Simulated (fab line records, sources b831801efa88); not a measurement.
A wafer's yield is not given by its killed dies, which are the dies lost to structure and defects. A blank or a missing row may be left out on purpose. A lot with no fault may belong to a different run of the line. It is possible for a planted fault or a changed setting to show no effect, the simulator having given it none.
Which tool was responsible? ; flow sky130 ; 13 lots with 39 wafers sampled at 6 steps, on a route of 708 steps

WHAT THE GAUGES SHOWED, per wafer
SKY_SD_N_TW_MEAS_12.
lot;measured;on;SD_N_TW
L763;day 27 16:51;film_metro-02;4035 4026 4050
L765;day 28 10:23;film_metro-02;3974 3966 3983
L767;day 29 03:20;film_metro-01;3960 3960 3971
L768;day 29 17:02;film_metro-01;3945 3963 3961
L769;day 30 05:37;film_metro-03;30 30 30
L777;day 32 21:08;film_metro-01;3942 3948 3947
L778;day 33 08:32;film_metro-03;4004 3997 3979
L779;day 33 16:30;film_metro-03;3986 3988 3994
L780;day 34 06:02;film_metro-02;4017 4006 4014
L781;day 34 08:05;film_metro-01;3965 3952 3933
L783;day 34 16:51;film_metro-03;3969 3973 3988
L784;day 34 23:25;film_metro-01;3937 3947 3946
L786;day 35 07:51;film_metro-03;3964 3967 3971

SKY_LI_CONTACT_OVL_MEAS_13.
lot;measured;on;LI_CONTACT_OVL (nm)
L763;day 28 23:02;overlay-01;-5 -5 3
L765;day 29 16:19;overlay-01;-2 -2 8
L767;day 30 08:10;overlay-01;-4 -6 -8
L768;day 30 22:03;overlay-01;1 -1 -6
L769;day 31 10:42;overlay-02;-2 0 -2
L777;day 34 01:07;overlay-02;-7 -9 -2
L778;day 34 12:04;overlay-01;5 6 5
L779;day 34 20:20;overlay-01;12 4 -1
L780;day 35 10:01;overlay-02;1 3 4
L781;day 35 11:34;overlay-01;5 3 0
L783;day 35 20:34;overlay-01;11 3 7
L784;day 36 03:07;overlay-02;-12 -2 -3
L786;day 36 11:29;overlay-01;-1 -7 0

WHAT TOOL EACH LOT RAN ON (gives the tool, then ch and the chambers of the sampled wafers, and finally the start)
lot;SKY_LDD_LDN_STRIP_12;SKY_RES_XHIGH_STRIP_08;SKY_SD_N_STRIP_11;SKY_LI_CONTACT_CMP_02
L763;plasma_asher-04 ch 0,1, day 22 16:26;plasma_asher-04 ch 0,1, day 26 11:06;plasma_asher-02 ch 0,1, day 27 16:45;cmp-02 ch 2,3, day 27 17:41
L765;plasma_asher-01 ch 0,1, day 23 08:49;plasma_asher-02 ch 0,1, day 27 04:31;plasma_asher-04 ch 0,1, day 28 10:17;cmp-02 ch 0,1,3, day 28 11:15
L767;plasma_asher-02 ch 0,1, day 24 04:34;plasma_asher-02 ch 0, day 27 22:35;plasma_asher-04 ch 0,1, day 29 03:14;cmp-01 ch 1,2,3, day 29 04:12
L768;plasma_asher-01 ch 0,1, day 24 18:22;plasma_asher-03 ch 1, day 28 11:48;plasma_asher-01 ch 0, day 29 16:56;cmp-02 ch 0,2,3, day 29 17:52
L769;plasma_asher-02 ch 0,1, day 25 07:49;plasma_asher-02 ch 0,1, day 29 00:57;plasma_asher-04 ch 0,1, day 30 05:30;cmp-01 ch 0,3, day 30 06:26
L777;plasma_asher-01 ch 0,1, day 28 03:10;plasma_asher-02 ch 0,1, day 31 17:02;plasma_asher-02 ch 0,1, day 32 21:02;cmp-02 ch 1,2, day 32 21:57
L778;plasma_asher-02 ch 0,1, day 28 16:01;plasma_asher-03 ch 0,1, day 32 05:31;plasma_asher-02 ch 0,1, day 33 08:26;cmp-02 ch 0,2,3, day 33 09:25
L779;plasma_asher-01 ch 0,1, day 29 01:53;plasma_asher-02 ch 0,1, day 32 13:46;plasma_asher-04 ch 0,1, day 33 16:25;cmp-01 ch 2,3, day 33 17:24
L780;plasma_asher-02 ch 0,1, day 29 14:07;plasma_asher-03 ch 0, day 33 03:50;plasma_asher-04 ch 0, day 34 05:56;cmp-02 ch 0,1, day 34 06:51
L781;plasma_asher-01 ch 0,1, day 29 17:43;plasma_asher-02 ch 0,1, day 33 06:05;plasma_asher-04 ch 0,1, day 34 07:59;cmp-01 ch 2,3, day 34 08:55
L783;plasma_asher-04 ch 0,1, day 30 02:29;plasma_asher-04 ch 0,1, day 33 13:37;plasma_asher-04 ch 0,1, day 34 16:45;cmp-02 ch 0,2,3, day 34 17:44
L784;plasma_asher-02 ch 0, day 30 09:13;plasma_asher-04 ch 0,1, day 33 20:22;plasma_asher-04 ch 0,1, day 34 23:18;cmp-02 ch 1,3, day 35 00:14
L786;plasma_asher-04 ch 0,1, day 30 16:37;plasma_asher-03 ch 0, day 34 04:20;plasma_asher-04 ch 0,1, day 35 07:45;cmp-01 ch 0,1,3, day 35 08:47
- SKY_LDD_LDN_STRIP_12: strips in O2/N2.
- SKY_RES_XHIGH_STRIP_08: strips in O2/N2.
- SKY_SD_N_STRIP_11: strips in O2/N2.
- SKY_LI_CONTACT_CMP_02: polishes PSG.

WHAT THE TOOLS THEMSELVES READ (means of the sampled wafers that have a number; where no wafer has one, the mark that the record gives instead)
SKY_LDD_LDN_STRIP_12.
lot;tool;chamber_pressure_mTorr (mTorr);drypump_motor_current_A (A);o2_flow_sccm (sccm);oes_product_au (a.u.);strip_time_to_endpoint_s (s)
L763;plasma_asher-04;1499.7;5.9;2998;0.715;14.19
L765;plasma_asher-01;1501.2;5.7;2996;0.713;14.14
L767;plasma_asher-02;1498.5;5.1;3002;0.717;14.21
L768;plasma_asher-01;1500.2;5.7;3015;0.711;14.17
L769;plasma_asher-02;1500.0;5.5;2993;0.719;14.14
L777;plasma_asher-01;1499.7;5.8;3004;0.715;14.17
L778;plasma_asher-02;1500.2;5.4;3001;0.720;14.15
L779;plasma_asher-01;1500.7;5.9;2996;0.716;14.11
L780;plasma_asher-02;1500.3;5.5;3003;0.715;14.19
L781;plasma_asher-01;1500.2;6.0;3003;0.714;14.19
L783;plasma_asher-04;1500.1;5.7;2988;0.713;14.19
L784;plasma_asher-02;1500.9;5.8;2989;0.714;14.21
L786;plasma_asher-04;1500.1;5.7;2990;0.715;14.14

SKY_RES_XHIGH_STRIP_08.
lot;tool;chamber_pressure_mTorr (mTorr);drypump_motor_current_A (A);o2_flow_sccm (sccm);oes_product_au (a.u.);strip_time_to_endpoint_s (s)
L763;plasma_asher-04;1499.5;5.9;2998;0.707;14.28
L765;plasma_asher-02;1500.0;5.5;3003;0.711;14.31
L767;plasma_asher-02;1498.9;5.8;2992;0.713;14.27
L768;plasma_asher-03;1499.9;5.4;2993;0.711;14.36
L769;plasma_asher-02;1501.0;5.5;3000;0.937;-
L777;plasma_asher-02;1500.1;5.5;2996;0.713;14.31
L778;plasma_asher-03;1499.7;5.6;3004;0.712;14.27
L779;plasma_asher-02;1500.0;5.4;3001;0.717;14.26
L780;plasma_asher-03;1501.3;6.0;3002;0.709;14.26
L781;plasma_asher-02;1499.0;5.5;3008;0.707;14.24
L783;plasma_asher-04;1500.2;6.0;2992;0.715;14.25
L784;plasma_asher-04;1500.2;5.7;3000;0.708;14.31
L786;plasma_asher-03;1499.9;6.0;3004;0.708;14.25

SKY_SD_N_STRIP_11.
lot;tool;chamber_pressure_mTorr (mTorr);drypump_motor_current_A (A);o2_flow_sccm (sccm);oes_product_au (a.u.);strip_time_to_endpoint_s (s)
L763;plasma_asher-02;1499.0;5.1;2991;0.525;22.51
L765;plasma_asher-04;1498.7;6.0;3004;0.530;22.54
L767;plasma_asher-04;1499.8;6.0;3011;0.527;22.52
L768;plasma_asher-01;1499.8;6.2;3000;0.529;22.57
L769;plasma_asher-04;1499.2;6.0;3004;0.562;26.58
L777;plasma_asher-02;1499.9;5.1;2991;0.531;22.54
L778;plasma_asher-02;1501.1;5.5;3005;0.534;22.57
L779;plasma_asher-04;1500.2;5.9;2999;0.531;22.55
L780;plasma_asher-04;1500.6;6.2;2985;0.526;22.60
L781;plasma_asher-04;1500.7;5.7;3002;0.529;22.54
L783;plasma_asher-04;1500.0;5.9;3005;0.527;22.59
L784;plasma_asher-04;1500.6;5.7;2995;0.529;22.55
L786;plasma_asher-04;1500.3;6.0;3008;0.528;22.48

SKY_LI_CONTACT_CMP_02.
lot;tool;edge_zone_pressure_frac;motor_current_A (A);time_to_endpoint_s (s)
L763;cmp-02;1.004;10.8;31.6
L765;cmp-02;0.998;12.0;30.3
L767;cmp-01;0.999;12.1;32.7
L768;cmp-02;0.996;11.7;29.1
L769;cmp-01;0.997;13.4;31.0
L777;cmp-02;1.000;12.4;30.8
L778;cmp-02;0.994;11.2;33.7
L779;cmp-01;0.994;13.1;33.1
L780;cmp-02;0.996;12.3;32.5
L781;cmp-01;1.002;13.5;29.4
L783;cmp-02;1.000;11.7;30.6
L784;cmp-02;1.002;11.6;28.8
L786;cmp-01;1.000;12.0;33.3

THE ANSWER, worked out from the rows above alone
Rule: what is usual is taken from the lots themselves. The widest of any qualifying gaps counts: lots, ordered by their means at a reading, are off when they make up no more than a third of the lots, leave a main group of 4 or more, and stand apart from it by 3 or more times the standard deviation of that group's means. A main group whose means are all the same, to the digits that the tables above print for the reading, isn't used. A lot without any number at a reading at which 4 lots or more have one is off too. All remaining lots with rows at the step are treated as sound. First the gauges in route order, then the tools' own readings, where a lot's mean is used as printed above. The first step at which some lot is off is used, and at that step the reading that is off furthest; a lot without a number counts as furthest.
Off: L769, at SKY_SD_N_TW_MEAS_12 (SD_N_TW). The main group: mean 3976, standard deviation 27.
A tool fits if, at a process step before that reading, it ran every lot that is off, and no sound lot after the first of them. Not tried: the gauges at SKY_SD_N_TW_MEAS_12; whatever is off there is also off at SKY_RES_XHIGH_STRIP_08, on other tools, and gauge error can't account for it. Of those tried, none fits.

WHAT WAS PUT IN BY THE SIMULATOR
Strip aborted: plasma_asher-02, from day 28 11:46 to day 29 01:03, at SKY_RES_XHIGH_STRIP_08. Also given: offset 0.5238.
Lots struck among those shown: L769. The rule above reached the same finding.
